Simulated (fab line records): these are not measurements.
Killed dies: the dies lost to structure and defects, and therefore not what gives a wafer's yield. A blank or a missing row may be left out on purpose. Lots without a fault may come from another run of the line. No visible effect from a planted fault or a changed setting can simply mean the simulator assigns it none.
Which tool did it? ; flow gf180mcu ; 14 lots, 42 wafers sampled, at 4 steps of a route of 602

## WHAT EACH GAUGE READ, for each wafer
GF_STI_THK_MEAS_02. Usual: for STI_OXIDATION_THK the level is 10.07 nm and the standard deviation is 0.17.
lot;measured;on;STI_OXIDATION_THK (nm);flag
L500;day 1 12:40;film_metro-02;10.11 10.18 10.18;
L501;day 1 16:31;film_metro-04;10.31 10.09 10.25;
L502;day 1 21:32;film_metro-04;9.99 9.90 10.04;
L503;day 2 03:47;film_metro-04;10.16 10.30 10.11;
L504;day 2 09:19;film_metro-04;9.78 9.99 10.03;
L507;day 2 23:55;film_metro-01;9.78 9.79 9.97;
L510;day 3 14:50;film_metro-02;9.91 10.06 10.06;
L514;day 4 09:32;film_metro-04;10.27 9.95 10.04;
L516;day 4 19:31;film_metro-04;10.06 10.03 9.84;
L517;day 5 00:32;film_metro-04;10.04 10.03 10.11;
L518;day 5 05:57;film_metro-04;10.16 10.33 10.24;
L520;day 5 18:20;film_metro-04;10.18 9.79 9.76;
L522;day 6 01:55;film_metro-04;9.87 10.00 9.91;
L523;day 6 07:01;film_metro-01;10.21 10.06 9.93;

GF_MVSD_TW_MEAS_11. Usual: for MVSD_TW the level is 1576 and the standard deviation is 11.
lot;measured;on;MVSD_TW;flag
L500;day 4 11:20;film_metro-01;1566 1567 1565;
L501;day 4 17:38;film_metro-02;1589 1589 1591;
L502;day 5 00:08;film_metro-03;1576 1569 1565;
L503;day 5 04:15;film_metro-02;1589 1593 1588;
L504;day 5 10:07;film_metro-03;1579 1584 1575;
L507;day 6 06:06;film_metro-02;1582 1579 1583;
L510;day 6 21:04;film_metro-02;1592 1583 1578;
L514;day 7 19:44;film_metro-01;1571 1568 1571;
L516;day 8 10:36;film_metro-01;1580 1580 1575;
L517;day 8 13:49;film_metro-01;1577 1575 1570;
L518;day 8 19:18;film_metro-02;1570 1576 1579;
L520;day 9 08:05;film_metro-03;1578 1569 1576;
L522;day 9 19:55;film_metro-03;1576 1573 1579;
L523;day 10 00:32;film_metro-01;1571 1573 1562;

## WHICH TOOL RAN EACH LOT (tool, then ch and the chambers of the sampled wafers, then the start)
lot;GF_STI_SOFTBAKE_08;GF_STI_CMP_25
L500;litho_track-03 ch 0, day 1 20:35;cmp-02 ch 1,2, day 2 05:09
L501;litho_track-02 ch 0, day 2 00:19;cmp-02 ch 0,2,3, day 2 09:19
L502;litho_track-03 ch 0, day 2 05:23;cmp-01 ch 0,2, day 2 15:20
L503;litho_track-03 ch 0, day 2 11:53;cmp-02 ch 0,2,3, day 2 20:19
L504;litho_track-04 ch 0, day 2 17:53;cmp-01 ch 0,1,3, day 3 01:55
L507;litho_track-03 ch 0, day 3 08:24;cmp-01 ch 0,2,3, day 3 17:08
L510;litho_track-02 ch 0, day 3 23:11;cmp-02 ch 0,1,3, day 4 07:53
L514;litho_track-03 ch 0, day 4 18:21;cmp-01 ch 0,1, day 5 03:23
L516;litho_track-02 ch 0, day 5 04:14;cmp-02 ch 0,2, day 5 16:22
L517;litho_track-02 ch 0, day 5 09:55;cmp-02 ch 1,2,3, day 5 19:46
L518;litho_track-04 ch 0, day 5 14:58;cmp-01 ch 0,1,3, day 6 01:07
L520;litho_track-04 ch 0, day 6 03:01;cmp-02 ch 1,2,3, day 6 13:19
L522;litho_track-02 ch 0, day 6 12:14;cmp-02 ch 1,2,3, day 6 22:49
L523;litho_track-04 ch 0, day 6 17:40;cmp-02 ch 0,1,2, day 7 03:53
- GF_STI_SOFTBAKE_08: time 60 s.
- GF_STI_CMP_25: polishes, stops on Si3N4, t overpolish 33 s, target thk 524.6 nm.

## AS READ BY THE TOOLS THEMSELVES (means over the sampled wafers that have a number; for cases with no such wafer, the mark the record gives instead)
GF_STI_SOFTBAKE_08. Usual: heater_power_total_W 93.06 W, standard deviation 0.064; plate_temp_C 130.00 C, standard deviation 0.14.
lot;tool;heater_power_total_W (W);plate_temp_C (C);flag
L500;litho_track-03;93.04;130.03;
L501;litho_track-02;93.07;130.18;
L502;litho_track-03;93.05;130.08;
L503;litho_track-03;93.11;129.82;
L504;litho_track-04;93.07;130.20;
L507;litho_track-03;92.00;128.90;OFF
L510;litho_track-02;93.10;130.12;
L514;litho_track-03;92.04;128.75;OFF
L516;litho_track-02;93.00;129.89;
L517;litho_track-02;93.05;129.76;
L518;litho_track-04;93.04;130.01;
L520;litho_track-04;93.07;130.02;
L522;litho_track-02;93.05;129.80;
L523;litho_track-04;93.01;129.94;

GF_STI_CMP_25. Usual: motor_current_A 12.3 A, standard deviation 1.2; overpolish_run_s 33.001 s, standard deviation 0.0095; slurry_filter_dp_kPa 13.50 kPa, standard deviation 0.14; time_to_endpoint_s 125 s, standard deviation 5.2.
lot;tool;motor_current_A (A);overpolish_run_s (s);slurry_filter_dp_kPa (kPa);time_to_endpoint_s (s);flag
L500;cmp-02;12.6;33.000;13.63;118;
L501;cmp-02;10.9;32.996;13.58;121;
L502;cmp-01;13.1;32.996;13.63;129;
L503;cmp-02;11.4;33.007;13.52;126;
L504;cmp-01;13.4;33.003;13.54;127;
L507;cmp-01;12.7;32.999;13.53;132;
L510;cmp-02;11.1;32.993;13.44;120;
L514;cmp-01;13.7;33.003;13.48;121;
L516;cmp-02;11.3;33.001;13.52;129;
L517;cmp-02;12.1;32.998;13.62;131;
L518;cmp-01;13.3;33.004;13.39;121;
L520;cmp-02;12.0;33.012;13.38;129;
L522;cmp-02;12.1;33.000;13.69;127;
L523;cmp-02;12.1;33.002;13.42;127;

## THE ANSWER, worked out from the rows above alone
Rule: lot off if the mean of its wafers having a number is beyond 3 standard deviations from the usual mean. Also off: a lot with no number at a reading for which 4 or more lots have one. The other lots that the step has rows for count as sound. First the gauges in route order, then the tools' own readings, where a lot's mean is used as printed above. At the first step where some lot is off, the reading lying furthest off is the one used; lots without a number count as furthest.
Off at GF_STI_SOFTBAKE_08 (heater_power_total_W): L507, L514.
If a tool, at that step or one of the process steps before it, ran each lot that is off and ran no sound lot following the first of them, it fits. One fits: litho_track-03 at GF_STI_SOFTBAKE_08. A fault onset in the window from L503 (day 2 11:53, its last sound lot) to L507 (day 3 08:24, its first lot off) fits.
The tool's own readings at GF_STI_SOFTBAKE_08 bear it out: on the lots that are off they differ by more than 5 times the standard deviation of the sound lots' means. heater_power_total_W reads 92.02 W there against 93.05 W on the sound lots; plate_temp_C reads 128.82 C there against 129.99 C on the sound lots.

## WHAT HAD BEEN PUT IN BY THE SIMULATOR
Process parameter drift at GF_STI_SOFTBAKE_08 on litho_track-03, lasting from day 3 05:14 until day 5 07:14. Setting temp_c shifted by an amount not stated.
Struck lots among those shown: L507, L514. The rule above reached the same finding.
